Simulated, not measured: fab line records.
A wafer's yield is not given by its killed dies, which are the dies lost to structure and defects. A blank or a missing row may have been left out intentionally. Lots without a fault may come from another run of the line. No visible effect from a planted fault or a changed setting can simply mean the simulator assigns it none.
A lot that was struck, set against a sound lot    flow sky130    15 out of 708 route steps
Sound: these wafers, L733.1, L733.3, L733.4. Struck: wafer L743.1 (left out: L743.2, L743.4 of the same lot, which were not struck); the cause appears at the end.
Per side, at each step with rows, come the tool, then ch with its chambers, and then its first start. Under that, the readings that differ: sound wafers    struck wafers    difference of the means    sigmas: that difference in standard deviations of wafers without a fault.
alike: same words and numbers on both sides, and readings whose means sit less than 2 such deviations apart. not compared: any withheld reading, any reading some wafer has no value for, any bound like >300 that may hide the same value, and any number with overlapping values for which the record gives no deviation.
A row with sigmas, a row that says differs or no value, or rows on one side alone: a step with any of these is where the two part. Numbers that have no deviation but don't overlap get no sigmas and don't part them. A reading that every wafer of one side lacks parts them only if that side has two wafers or more.

SKY_METAL2_STRIP_20: strips in O2/N2.
  sound on plasmaAsher-02 ch 0,1, day 38 02:52; struck on plasmaAsher-02 ch 0, day 41 09:44
reading                   sound           struck  difference  sigmas
stripTimeToEndpointS (s)  2.66 2.68 2.80  2.86    +0.15       +2
  alike: drypumpMotorCurrentA, oesProductAu
  not compared: rfHoursCounterH
then, 4 steps without rows for these wafers: SKY_METAL2_STRIP_21 (strips in post etch residue remover, time 1200 s); SKY_METAL2_CLEAN_22 (cleans in IPA, time 180 s); SKY_METAL2_CLEAN_23 (cleans in O3/DIW); SKY_VIA2_HDPCVD_00 (deposits SiO2, target thk 1180 nm, time 196.7 s).
SKY_VIA2_THK_MEAS_01:
  struck on filmMetro-03, day 41 10:29; sound on filmMetro-04, day 38 03:37
  alike: VIA2_HDPCVD_THK
SKY_VIA2_CMP_02: polishes SiO2.
  sound on cmp-02 ch 1,2,3, day 38 03:43; struck on cmp-02 ch 0, day 41 10:33
reading            sound           struck  difference  sigmas
motorCurrentA (A)  10.5 11.9 11.7  13.0    +1.6        +2
  alike: platenRpm
SKY_VIA2_BOW_MEAS_03:
  struck on filmMetro-04, day 41 10:51; sound on filmMetro-01, day 38 03:58
  alike: VIA2_BOW
then, 4 steps without rows for these wafers: SKY_VIA2_DEHYDRATE_04 (time 60 s); SKY_VIA2_HMDS_05 (prime time 60 s); SKY_VIA2_COAT_06 (resist thk 60 nm); SKY_VIA2_COAT_07 (resist thk 450 nm).
SKY_VIA2_SOFTBAKE_08: time 90 s.
  sound on lithoTrack-02 ch 0, day 38 16:00; struck on lithoTrack-03 ch 0, day 41 22:00
reading                sound              struck  difference  sigmas
heaterPowerTotalW (W)  57.28 57.24 57.53  73.85   +16.50      +99 or more
runLengthS (s)         119.4 119.4 119.4  70.6    -48.8       -99 or more
then, 1 step without rows for these wafers: SKY_VIA2_EXPOSE_09 (exposes mask VIM2, target cd 200 nm).
SKY_PAD_OPEN_PROBE_99:
  the record holds rows for the sound wafers here (prober-02, day 48 08:25) but none for the struck ones

== WHERE THEY PART ==
Last at SKY_PAD_OPEN_PROBE_99 as far as this record goes, first at SKY_METAL2_STRIP_20.

WHY: what the simulator had put in
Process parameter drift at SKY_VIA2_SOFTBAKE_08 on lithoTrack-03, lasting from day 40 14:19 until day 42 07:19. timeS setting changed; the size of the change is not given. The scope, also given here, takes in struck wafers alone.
